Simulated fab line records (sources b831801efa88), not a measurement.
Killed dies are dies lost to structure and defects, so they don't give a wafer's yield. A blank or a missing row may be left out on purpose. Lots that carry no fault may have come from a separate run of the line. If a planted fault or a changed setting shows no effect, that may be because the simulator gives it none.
fab line records -- flow sky130
[record] lots = 10, wafers = 30, lastDay = 50
route steps=708 shown METAL4@601 CAP2M@605 VIA4@641 PAD_OPEN@708
lots with no fault: from the same line, run without faults
startH: hours from the record's opening day to when the first of the lot's shown wafers began -- waitH: time in hours since the lot's previous step -- " repeats the value in the row above -- L1.1+2: a single row standing in for several wafers -- - no value, or no start was given -- * or withheld: withheld -- < > ~ a bound
route shown NAME@n: NAME is a module with steps in the file, n the number in the route of the first one -- usual: mean/standard deviation of fault-free wafers -- same: alike in all rows -- chamber/n: place in a boat -- sites: the reading at each site -- _std_site: standard deviation across them -- _edge_site: the outer-site mean with the inner-site mean subtracted -- radiusMm: how far each site lies from the wafer's centre -- mask NAME#n: copy n -- behind: the tool/chamber that last shaped the wafer -- hold: reason for holding the lot/hours on hold/outcome of the hold -- device: transistor that didn't switch, given as n, p or np -- end of line: tests run on the same wafers once the route is complete -- a step without rows: its recipe alone -- killed: not the wafer's yield, but the dies lost to structure and defects at the first sort -- map: shows each die of a wafer: x if killed, . if not, _ if none is there
set.NAME: the setting as run; set.NAME@STEP: as run at that earlier step -- model.NAME: the simulator's own value behind a step, which no gauge read
the route's steps for a sample of lots (tables are steps, rows are wafers)
services: when a tool's chamber went out of use (startH, in hours from the record's first day, below 0 if earlier), for how many hours, and the reason
[[steps]]
[step SKY_METAL4_SPUTTER_03]
[recipe] material = Ti, targetThkNm = 5, powerW = 3000, timeS = 3.3, chamberPressurePa = 0.4
[usual] throttleValvePct = 29.4/0.81
lot.wafer,tool,chamber,startH,waitH,throttleValvePct
L683.1,pvdSputter-01,-,924.75,0.0,30.7
L683.3,pvdSputter-01,-,924.75,0.0,28.5
L683.5,pvdSputter-01,-,924.75,0.0,30.5
L685.1,pvdSputter-03,-,943.24,0.0,29.5
L685.4,pvdSputter-03,-,943.24,0.0,30.4
L685.5,pvdSputter-03,-,943.24,0.0,28.9
L686.1,pvdSputter-01,-,949.18,0.0,29.5
L686.2,pvdSputter-01,-,949.18,0.0,28.4
L686.5,pvdSputter-01,-,949.18,0.0,30.5
L687.1,pvdSputter-02,-,957.42,0.0,29.7
L687.3,pvdSputter-02,-,957.42,0.0,28.2
L687.6,pvdSputter-02,-,957.42,0.0,28.1
L691.4,pvdSputter-01,-,1011.41,0.0,31.0
L691.5,pvdSputter-01,-,1011.41,0.0,29.3
L691.6,pvdSputter-01,-,1011.41,0.0,28.5
L696.4,pvdSputter-02,-,1034.48,0.0,28.3
L696.5,pvdSputter-02,-,1034.48,0.0,28.6
L696.6,pvdSputter-02,-,1034.48,0.0,28.4
L700.3,pvdSputter-02,-,1046.62,0.0,29.8
L700.5,pvdSputter-02,-,1046.62,0.0,28.2
L700.6,pvdSputter-02,-,1046.62,0.0,28.8
L701.1,pvdSputter-02,-,1067.10,0.0,29.8
L701.3,pvdSputter-02,-,1067.10,0.0,28.8
L701.6,pvdSputter-02,-,1067.10,0.0,28.0
L702.1,pvdSputter-01,-,1072.42,0.0,29.6
L702.3,pvdSputter-01,-,1072.42,0.0,28.7
L702.4,pvdSputter-01,-,1072.42,0.0,29.0
L704.1,pvdSputter-02,-,1074.23,0.0,28.6
L704.3,pvdSputter-02,-,1074.23,0.0,28.2
L704.5,pvdSputter-02,-,1074.23,0.0,28.2
[step SKY_CAP2M_SPUTTER_02]
[recipe] material = TiN, targetThkNm = 200, tempC = 300, powerW = 6500, timeS = 166.7, chamberPressurePa = 0.4
[usual] throttleValvePct = 29.5/0.9
lot.wafer,tool,chamber,startH,waitH,throttleValvePct
L683.1,pvdSputter-01,-,924.90,0.1,29.1
L683.3,pvdSputter-01,-,924.90,0.1,28.7
L683.5,pvdSputter-01,-,924.90,0.1,30.8
L685.1,pvdSputter-01,-,943.39,0.1,30.8
L685.4,pvdSputter-01,-,943.39,0.1,29.5
L685.5,pvdSputter-01,-,943.39,0.1,29.6
L686.1,pvdSputter-02,-,949.33,0.1,28.2
L686.2,pvdSputter-02,-,949.33,0.1,29.5
L686.5,pvdSputter-02,-,949.33,0.1,28.9
L687.1,pvdSputter-01,-,957.57,0.1,29.1
L687.3,pvdSputter-01,-,957.57,0.1,28.9
L687.6,pvdSputter-01,-,957.57,0.1,28.9
L691.4,pvdSputter-04,-,1011.56,0.0,29.9
L691.5,pvdSputter-04,-,1011.56,0.0,30.0
L691.6,pvdSputter-04,-,1011.56,0.0,31.3
L696.4,pvdSputter-01,-,1034.63,0.0,30.9
L696.5,pvdSputter-01,-,1034.63,0.0,29.2
L696.6,pvdSputter-01,-,1034.63,0.0,29.4
L700.3,pvdSputter-01,-,1046.78,0.0,30.8
L700.5,pvdSputter-01,-,1046.78,0.0,30.7
L700.6,pvdSputter-01,-,1046.78,0.0,28.5
L701.1,pvdSputter-04,-,1067.25,0.1,30.1
L701.3,pvdSputter-04,-,1067.25,0.1,31.5
L701.6,pvdSputter-04,-,1067.25,0.1,29.8
L702.1,pvdSputter-02,-,1072.57,0.1,28.8
L702.3,pvdSputter-02,-,1072.57,0.1,29.9
L702.4,pvdSputter-02,-,1072.57,0.1,29.3
L704.1,pvdSputter-01,-,1074.38,0.1,29.8
L704.3,pvdSputter-01,-,1074.38,0.1,29.0
L704.5,pvdSputter-01,-,1074.38,0.1,29.0
[step SKY_METAL4_METAL_ETCH_18]
[recipe] targetDepthA = 8450, stopOn = SiO2, overEtchFrac = 0.3, timeS = 183.1, chemistry = Cl2/BCl3, resistSidewallDeg = 88, pressureMtorr = 10, icpW = 900, biasW = 48.5, Cl2_flow_sccm = 60, bcl3FlowSccm = 30
[usual] drypumpMotorCurrentA = 5.7/0.48, heBacksideLeakSccm = 3.39/0.22, oesProductAu = 0.866/0.0064, rfFwdPowerW = 897.1/2.8, throttleValvePct = 22.263/0.0086
lot.wafer,tool,chamber,startH,waitH,drypumpMotorCurrentA,heBacksideLeakSccm,oesProductAu,rfFwdPowerW,rfHoursCounterH,throttleValvePct
L683.1,rieMetal-04,0,973.91,0.0,5.8,3.50,0.858,898.0,15,22.261
L683.3,rieMetal-04,0,973.91,0.0,5.8,3.48,0.866,894.8,-,22.261
L683.5,rieMetal-04,1,973.91,0.0,6.1,3.26,0.871,894.5,-,22.262
L685.1,rieMetal-04,0,990.38,0.0,5.8,3.48,0.869,897.9,16,22.254
L685.4,rieMetal-04,1,990.38,0.0,6.1,3.35,0.872,755.2,-,22.275
L685.5,rieMetal-04,0,990.38,0.0,5.8,3.47,0.874,898.3,-,22.252
L686.1,rieMetal-04,1,997.22,0.0,6.1,3.15,0.853,749.8,17,22.258
L686.2,rieMetal-04,0,997.22,0.0,5.8,3.74,0.865,895.4,16,22.265
L686.5,rieMetal-04,1,997.22,0.0,6.1,3.19,0.858,751.0,-,22.256
L687.1,rieMetal-01,1,1005.55,0.0,5.5,3.41,0.868,899.5,19,22.260
L687.3,rieMetal-01,1,1005.55,0.0,5.5,3.27,0.872,898.7,-,22.262
L687.6,rieMetal-01,0,1005.55,0.0,6.4,3.31,0.870,898.1,-,22.262
L691.4,rieMetal-02,0,1056.42,0.1,4.7,3.18,0.869,892.9,-,22.271
L691.5,rieMetal-02,1,1056.42,0.1,5.5,3.42,0.859,899.2,-,22.256
L691.6,rieMetal-02,0,1056.42,0.1,4.7,3.30,0.871,895.1,-,22.269
L696.4,rieMetal-04,1,1078.56,0.1,6.1,3.41,0.872,896.5,-,22.258
L696.5,rieMetal-04,1,1078.56,0.1,6.1,3.10,0.869,895.5,-,22.259
L696.6,rieMetal-04,0,1078.56,0.1,5.8,3.62,0.875,896.5,-,22.254
L700.3,rieMetal-04,0,1090.97,0.1,5.8,3.56,0.868,896.4,-,22.245
L700.5,rieMetal-04,1,1090.97,0.1,6.1,3.26,0.861,898.7,-,22.267
L700.6,rieMetal-04,0,1090.97,0.1,5.8,3.67,0.874,900.2,-,22.276
L701.1,rieMetal-04,0,1109.10,0.0,5.8,3.66,0.868,897.8,24,22.269
L701.3,rieMetal-04,0,1109.10,0.0,5.8,3.63,0.871,898.1,-,22.263
L701.6,rieMetal-04,1,1109.10,0.0,6.1,3.19,0.871,897.9,-,22.276
L702.1,rieMetal-04,0,1114.36,0.0,5.8,3.61,0.855,895.0,25,22.267
L702.3,rieMetal-04,1,1114.36,0.0,6.1,3.32,0.860,897.1,-,22.264
L702.4,rieMetal-04,0,1114.36,0.0,5.8,3.61,0.855,893.6,-,22.242
L704.1,rieMetal-04,0,1114.95,0.0,5.8,3.86,0.869,896.0,25,22.269
L704.3,rieMetal-04,1,1114.95,0.0,6.1,3.42,0.864,895.7,-,22.276
L704.5,rieMetal-04,1,1114.95,0.0,6.1,3.35,0.866,902.5,-,22.277
[step SKY_METAL4_STRIP_19]
[recipe] chemistry = O2/N2, powerW = 1400, pressureMtorr = 1500, platenTempC = withheld, o2FlowSccm = 3000, n2FlowSccm = 300, overashFraction = 0.5
[usual] drypumpMotorCurrentA = 5.7/0.34, n2FlowSccm = 300.0/0.91, oesProductAu = 0.500/0.0065, stripTimeToEndpointS = 6.47/0.095
lot.wafer,tool,chamber,startH,waitH,drypumpMotorCurrentA,n2FlowSccm,oesProductAu,rfHoursCounterH,stripTimeToEndpointS
L683.1,plasmaAsher-03,0,974.09,0.1,6.2,301.1,0.497,108,6.32
L683.3,plasmaAsher-03,0,974.09,0.1,6.2,299.8,0.503,-,6.36
L683.5,plasmaAsher-03,0,974.09,0.1,6.2,298.6,0.487,-,6.30
L685.1,plasmaAsher-03,0,990.56,0.1,6.2,301.6,0.493,109,6.40
L685.4,plasmaAsher-03,1,990.56,0.1,5.9,299.8,0.526,-,7.11
L685.5,plasmaAsher-03,1,990.56,0.1,5.9,300.6,0.497,-,6.42
L686.1,plasmaAsher-01,0,997.40,0.1,5.4,300.3,0.532,90,7.10
L686.2,plasmaAsher-01,1,997.40,0.1,5.3,299.7,0.496,90,6.44
L686.5,plasmaAsher-01,0,997.40,0.1,5.4,300.1,0.519,-,7.13
L687.1,plasmaAsher-01,1,1005.73,0.1,5.3,300.0,0.508,90,6.53
L687.3,plasmaAsher-01,1,1005.73,0.1,5.3,301.8,0.505,-,6.55
L687.6,plasmaAsher-01,0,1005.73,0.1,5.4,300.2,0.502,-,6.48
L691.4,plasmaAsher-01,1,1056.57,0.1,5.3,299.6,0.506,-,6.56
L691.5,plasmaAsher-01,1,1056.57,0.1,5.3,300.2,0.509,-,6.59
L691.6,plasmaAsher-01,0,1056.57,0.1,5.4,299.6,0.493,-,6.58
L696.4,plasmaAsher-01,0,1078.71,0.1,5.4,300.9,0.498,-,6.42
L696.5,plasmaAsher-01,1,1078.71,0.1,5.3,299.3,0.496,-,6.42
L696.6,plasmaAsher-01,0,1078.71,0.1,5.4,300.9,0.494,-,6.34
L700.3,plasmaAsher-01,1,1091.12,0.1,5.3,301.3,0.497,-,6.39
L700.5,plasmaAsher-01,1,1091.12,0.1,5.3,300.1,0.493,-,6.37
L700.6,plasmaAsher-01,0,1091.12,0.1,5.4,301.0,0.497,-,6.47
L701.1,plasmaAsher-04,0,1109.28,0.1,5.8,300.5,0.496,37,6.42
L701.3,plasmaAsher-04,0,1109.28,0.1,5.9,300.5,0.495,-,6.45
L701.6,plasmaAsher-04,0,1109.28,0.1,5.9,300.8,0.495,-,6.44
L702.1,plasmaAsher-01,1,1114.54,0.1,5.3,300.7,0.507,102,6.51
L702.3,plasmaAsher-01,1,1114.54,0.1,5.3,299.8,0.501,-,6.46
L702.4,plasmaAsher-01,0,1114.54,0.1,5.4,298.6,0.489,-,6.45
L704.1,plasmaAsher-03,1,1115.13,0.1,5.9,301.2,0.494,4,6.47
L704.3,plasmaAsher-03,0,1115.13,0.1,6.2,300.7,0.496,-,6.45
L704.5,plasmaAsher-03,0,1115.13,0.1,6.2,299.5,0.501,-,6.41
[step SKY_VIA4_CMP_02]
[recipe] material = SiO2, downForcePsi = 4, platenRpm = 60, padVelocityMS = 0.94248
[usual] headPressurePsi = 4.001/0.0089, motorCurrentA = 11.5/0.73, platenRpm = 60.00/0.037, slurryFlowMlMin = 150.0/0.48
lot.wafer,tool,chamber,startH,waitH,headPressurePsi,motorCurrentA,platenRpm,slurryFlowMlMin
L683.3,cmp-02,1,974.96,0.0,4.003,11.4,60.03,149.5
L683.1,cmp-02,3,974.96,0.0,3.999,11.1,59.95,150.1
L683.5,cmp-02,2,974.96,0.0,4.001,11.4,59.99,149.9
L685.4,cmp-01,1,991.39,0.0,4.013,11.1,59.99,149.9
L685.1,cmp-01,0,991.39,0.0,3.993,9.8,59.99,149.8
L685.5,cmp-01,1,991.39,0.0,4.012,11.9,59.97,150.0
L686.2,cmp-02,1,998.46,0.3,4.008,11.1,60.04,149.6
L686.1,cmp-02,3,998.46,0.3,4.002,11.0,59.99,149.6
L686.5,cmp-02,1,998.46,0.3,3.999,11.1,60.04,149.7
L687.1,cmp-02,3,1006.63,0.1,3.984,10.7,59.99,150.6
L687.3,cmp-02,1,1006.63,0.1,3.993,11.3,60.07,150.3
L687.6,cmp-02,3,1006.63,0.1,3.987,10.9,60.01,150.3
L691.4,cmp-02,1,1057.57,0.1,3.993,11.3,59.95,150.6
L691.5,cmp-02,3,1057.57,0.1,4.003,11.0,59.98,150.3
L691.6,cmp-02,0,1057.57,0.1,4.010,11.6,59.97,150.7
L696.4,cmp-02,2,1079.66,0.2,4.006,11.2,60.02,150.9
L696.5,cmp-02,3,1079.66,0.2,4.009,11.5,59.95,150.1
L696.6,cmp-02,0,1079.66,0.2,3.996,11.4,59.99,150.6
L700.3,cmp-01,2,1092.02,0.1,4.005,12.3,60.03,149.7
L700.5,cmp-01,0,1092.02,0.1,4.006,10.6,59.95,150.1
L700.6,cmp-01,1,1092.02,0.1,3.995,11.6,60.01,149.6
L701.1,cmp-01,0,1110.24,0.1,4.013,10.5,60.00,150.3
L701.3,cmp-01,2,1110.24,0.1,4.000,12.9,60.01,149.7
L701.6,cmp-01,0,1110.24,0.1,4.004,10.5,60.01,150.3
L702.3,cmp-02,3,1115.42,0.1,4.021,10.8,59.93,149.1
L702.4,cmp-02,0,1115.42,0.1,4.015,11.1,60.04,149.4
L702.1,cmp-02,1,1115.42,0.1,3.998,11.2,60.02,149.6
L704.3,cmp-01,0,1115.96,0.0,3.989,10.7,60.00,149.6
L704.1,cmp-01,3,1115.96,0.0,4.002,11.9,59.98,150.2
L704.5,cmp-01,0,1115.96,0.0,3.994,10.6,60.02,149.2
[step SKY_PAD_OPEN_PROBE_99]
[usual] defectLimitedYield = 82.4/1.8, killed_at_M0_to_M3 = 43/7.8, killed_at_M4_up = 3.2/1.7, killedAtContacts = 24/5.2, killedAtFrontEnd = 15/4.5, killedAtOther = 0.4/0.65, killedDies = 87/9.1, killedOpen = 47/7.3, killedShort = 40/6.5, sort_bin_3_pad_short = 0.9/0.46, sort_bin_5_function = 10.4/1.5, sort_bin_6_memory = 6.3/1, sortNPass = 405/9.1, sortYieldPct = 82.4/1.8
[same] grossDies = 492, killedAtBackSide = 0, sort_bin_4_leakage[%] = 0, sort_bin_8_speed[%] = 0
lot.wafer,tool,chamber,startH,waitH,defectLimitedYield[%],killed_at_M0_to_M3,killed_at_M4_up,killedAtContacts,killedAtFrontEnd,killedAtOther,killedDies,killedOpen,killedShort,sort_bin_3_pad_short[%],sort_bin_5_function[%],sort_bin_6_memory[%],sortNPass,sortYieldPct[%]
L683.1,prober-02,-,1070.23,0.1,81.7,41,6,26,16,1,90,48,42,1.2,11.4,5.7,402,81.7
L683.3,prober-02,-,1070.33,0.2,80.7,45,4,22,24,0,95,56,39,0.6,12.0,6.7,397,80.7
L683.5,prober-02,-,1070.43,0.2,80.3,56,2,22,17,0,97,55,42,0.8,9.3,9.6,395,80.3
L685.1,prober-02,-,1084.61,0.1,79.9,47,4,32,16,0,99,50,47,1.2,12.6,6.3,393,79.9
L685.4,prober-02,-,1084.76,0.2,84.3,36,2,27,11,1,77,43,33,0.2,7.7,7.7,415,84.3
L685.5,prober-02,-,1084.81,0.2,81.7,50,3,22,14,1,90,51,39,1.6,10.0,6.7,402,81.7
L686.1,prober-01,-,1090.98,0.1,80.5,45,5,29,17,0,96,59,37,1.4,11.0,7.1,396,80.5
L686.2,prober-01,-,1091.03,0.1,81.9,46,4,15,23,1,89,51,38,0.6,9.8,7.7,403,81.9
L686.5,prober-01,-,1091.18,0.2,84.1,40,4,24,10,0,78,47,31,1.4,8.5,5.9,414,84.1
L687.1,prober-02,-,1098.12,0.1,82.9,40,4,25,15,0,84,46,38,1.0,9.1,6.9,408,82.9
L687.3,prober-02,-,1098.22,0.2,78.9,47,5,22,29,1,104,50,54,2.0,12.2,6.9,388,78.9
L687.6,prober-02,-,1098.37,0.2,81.5,49,3,24,15,0,91,41,50,1.4,10.0,7.1,401,81.5
L700.3,prober-02,-,1172.98,0.2,81.3,47,5,27,12,1,92,67,25,0.8,11.2,6.7,400,81.3
L700.5,prober-02,-,1173.08,0.2,81.9,45,2,18,24,0,89,42,47,1.4,9.1,7.5,403,81.9
L700.6,prober-02,-,1173.13,0.2,80.3,43,2,32,20,0,97,50,47,1.4,12.2,6.1,395,80.3
L702.1,prober-01,-,1192.66,0.1,80.9,41,3,33,16,1,94,45,48,1.4,10.4,7.3,398,80.9
L702.3,prober-01,-,1192.76,0.2,81.7,44,4,25,15,2,90,56,33,1.0,11.2,6.1,402,81.7
L702.4,prober-01,-,1192.81,0.2,83.9,44,1,18,15,1,79,42,36,0.8,10.2,5.1,413,83.9
// killed by level:class
L683.1 VIA3:geometricParticle:open=9 CONTACT:geometricParticle:open=8 POLY_GATE:geometricParticle:open=7 LI_CONTACT:geometricParticle:open=7 CONTACT:geometricParticle:short=6 VIA1:geometricParticle:open=6 VIA2:geometricParticle:open=6 METAL4:geometricParticle:short=6
L683.3 VIA1:geometricParticle:open=11 CONTACT:geometricParticle:open=10 FIELD_ISO:geometricParticle:open=8 VIA3:geometricParticle:open=8 VIA2:geometricParticle:open=7 FIELD_ISO:geometricParticle:short=6 LI_CONTACT:geometricParticle:open=5 VIA2:geometricParticle:short=5
L683.5 VIA3:geometricParticle:open=10 CONTACT:geometricParticle:open=10 VIA1:geometricParticle:open=10 METAL1:geometricParticle:short=8 METAL2:geometricParticle:short=7 VIA1:geometricParticle:short=6 FIELD_ISO:geometricParticle:short=5 VIA2:geometricParticle:open=5
L685.1 CONTACT:geometricParticle:open=10 VIA3:geometricParticle:open=10 LI_CONTACT:geometricParticle:open=9 VIA1:geometricParticle:short=7 VIA1:geometricParticle:open=6 METAL1:geometricParticle:short=6 VIA3:geometricParticle:short=6 POLY_GATE:geometricParticle:short=5
L685.4 LI_CONTACT:geometricParticle:open=8 VIA1:geometricParticle:open=8 VIA3:geometricParticle:open=8 LOCAL_INTERCONNECT:geometricParticle:short=6 CONTACT:geometricParticle:open=6 METAL1:geometricParticle:short=6 VIA2:geometricParticle:open=4 FIELD_ISO:geometricParticle:short=3
L685.5 VIA1:geometricParticle:open=10 CONTACT:geometricParticle:short=7 VIA3:geometricParticle:open=7 METAL1:geometricParticle:short=6 CONTACT:geometricParticle:open=6 VIA2:geometricParticle:open=6 FIELD_ISO:geometricParticle:open=5 POLY_GATE:geometricParticle:open=5
L686.1 CONTACT:geometricParticle:open=11 VIA1:geometricParticle:open=10 VIA2:geometricParticle:open=10 LI_CONTACT:geometricParticle:open=9 VIA1:geometricParticle:short=7 FIELD_ISO:geometricParticle:short=5 METAL1:geometricParticle:open=5 METAL1:geometricParticle:short=5
L686.2 FIELD_ISO:geometricParticle:short=10 VIA3:geometricParticle:open=10 VIA1:geometricParticle:short=8 FIELD_ISO:geometricParticle:open=7 METAL1:geometricParticle:open=7 VIA2:geometricParticle:open=7 CONTACT:geometricParticle:open=5 METAL1:geometricParticle:short=4
L686.5 VIA1:geometricParticle:open=12 LI_CONTACT:geometricParticle:open=10 CONTACT:geometricParticle:open=7 METAL2:geometricParticle:short=7 METAL1:geometricParticle:short=6 VIA3:geometricParticle:open=4 FIELD_ISO:geometricParticle:short=3 CONTACT:geometricParticle:short=3
L687.1 CONTACT:geometricParticle:open=12 FIELD_ISO:geometricParticle:open=7 VIA1:geometricParticle:short=7 METAL2:geometricParticle:short=6 VIA3:geometricParticle:open=5 VIA2:geometricParticle:open=5 LI_CONTACT:geometricParticle:open=4 VIA1:geometricParticle:open=4
L687.3 FIELD_ISO:geometricParticle:short=11 VIA2:geometricParticle:open=11 VIA3:geometricParticle:open=7 POLY_GATE:geometricParticle:short=6 POLY_GATE:geometricParticle:open=6 CONTACT:geometricParticle:short=6 CONTACT:geometricParticle:open=6 VIA2:geometricParticle:short=6
L687.6 VIA1:geometricParticle:open=14 VIA1:geometricParticle:short=9 METAL2:geometricParticle:short=8 CONTACT:geometricParticle:short=8 FIELD_ISO:geometricParticle:short=6 VIA2:geometricParticle:open=6 POLY_GATE:geometricParticle:open=5 CONTACT:geometricParticle:open=5
L700.3 CONTACT:geometricParticle:open=15 VIA3:geometricParticle:open=12 VIA1:geometricParticle:open=10 VIA2:geometricParticle:open=8 LI_CONTACT:geometricParticle:open=5 METAL4:geometricParticle:short=4 POLY_GATE:geometricParticle:short=4 POLY_GATE:geometricParticle:open=4
L700.5 POLY_GATE:geometricParticle:short=9 POLY_GATE:geometricParticle:open=7 VIA3:geometricParticle:open=7 LI_CONTACT:geometricParticle:open=5 CONTACT:geometricParticle:open=5 METAL1:geometricParticle:short=5 VIA1:geometricParticle:open=5 VIA2:geometricParticle:short=5
L700.6 CONTACT:geometricParticle:open=12 FIELD_ISO:geometricParticle:short=10 LI_CONTACT:geometricParticle:open=10 VIA2:geometricParticle:open=7 POLY_GATE:geometricParticle:open=6 VIA1:geometricParticle:open=6 VIA1:geometricParticle:short=5 METAL1:geometricParticle:short=5
L702.1 CONTACT:geometricParticle:open=12 METAL2:geometricParticle:short=11 LI_CONTACT:geometricParticle:open=10 VIA2:geometricParticle:open=7 FIELD_ISO:geometricParticle:short=6 VIA3:geometricParticle:short=6 LOCAL_INTERCONNECT:geometricParticle:short=5 POLY_GATE:geometricParticle:open=4
L702.3 CONTACT:geometricParticle:open=12 VIA1:geometricParticle:open=10 FIELD_ISO:geometricParticle:open=9 VIA2:geometricParticle:open=9 VIA1:geometricParticle:short=6 CONTACT:geometricParticle:short=5 FIELD_ISO:geometricParticle:short=4 LI_CONTACT:geometricParticle:open=4
L702.4 VIA3:geometricParticle:open=7 VIA1:geometricParticle:open=7 CONTACT:geometricParticle:open=6 METAL2:geometricParticle:short=6 POLY_GATE:geometricParticle:open=5 POLY_GATE:geometricParticle:short=5 VIA1:geometricParticle:short=5 VIA2:geometricParticle:open=5
[[services]]
tool,chamber,startH,hours,kind
pvdSputter-04,-,907.88,53.0,repair
cmp-02,-,912.00,4.0,pm
pvdSputter-02,-,920.56,5.9,repair
rieMetal-01,-,926.48,0.4,repair
rieMetal-02,0,934.01,14.7,repair
cmp-02,-,940.30,20.5,pm
cmp-01,-,960.99,6.4,pm
cmp-02,-,962.09,1.8,repair
cmp-02,-,973.89,1.0,repair
pvdSputter-04,-,976.82,2.6,repair
rieMetal-04,1,1019.34,12.3,repair
pvdSputter-04,-,1027.30,6.3,repair
cmp-01,-,1027.77,1.6,repair
cmp-02,-,1030.00,5.4,repair
cmp-02,-,1036.15,3.9,pm
cmp-02,-,1041.37,3.3,pm
rieMetal-04,1,1046.88,4.4,repair
plasmaAsher-03,-,1055.25,9.0,pm
pvdSputter-02,-,1055.99,10.5,repair
plasmaAsher-03,-,1065.33,5.7,repair
cmp-01,-,1068.70,2.3,repair
pvdSputter-04,-,1075.84,1.2,repair
cmp-01,-,1084.18,4.0,pm
cmp-02,-,1104.17,2.0,repair
[[key]]
[firstSign] step = SKY_METAL4_METAL_ETCH_18, reading = rfFwdPowerW, direction = down, sigmas = 51, usual = 897.1, struck = 752.0
[effect] step = SKY_METAL4_STRIP_19, reading = stripTimeToEndpointS, direction = up, sigmas = 6.8, usual = *, struck = *
metAt SKY_METAL4_METAL_ETCH_18
struckLots L685,L686
struckWafers L685.4,L686.1,L686.5
notActingAt SKY_METAL4_SPUTTER_03,SKY_CAP2M_SPUTTER_02,SKY_VIA4_CMP_02
onsetBetween 973.91 990.38
[fault] kind = processParameterDrift, tool = rieMetal-04, chamber = 1, onsetH = 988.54, steps = SKY_METAL4_METAL_ETCH_18, channel = icpW, offset = -144, shape = step, endH = 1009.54, actsIn = theseRecipesOnly, stated = 900
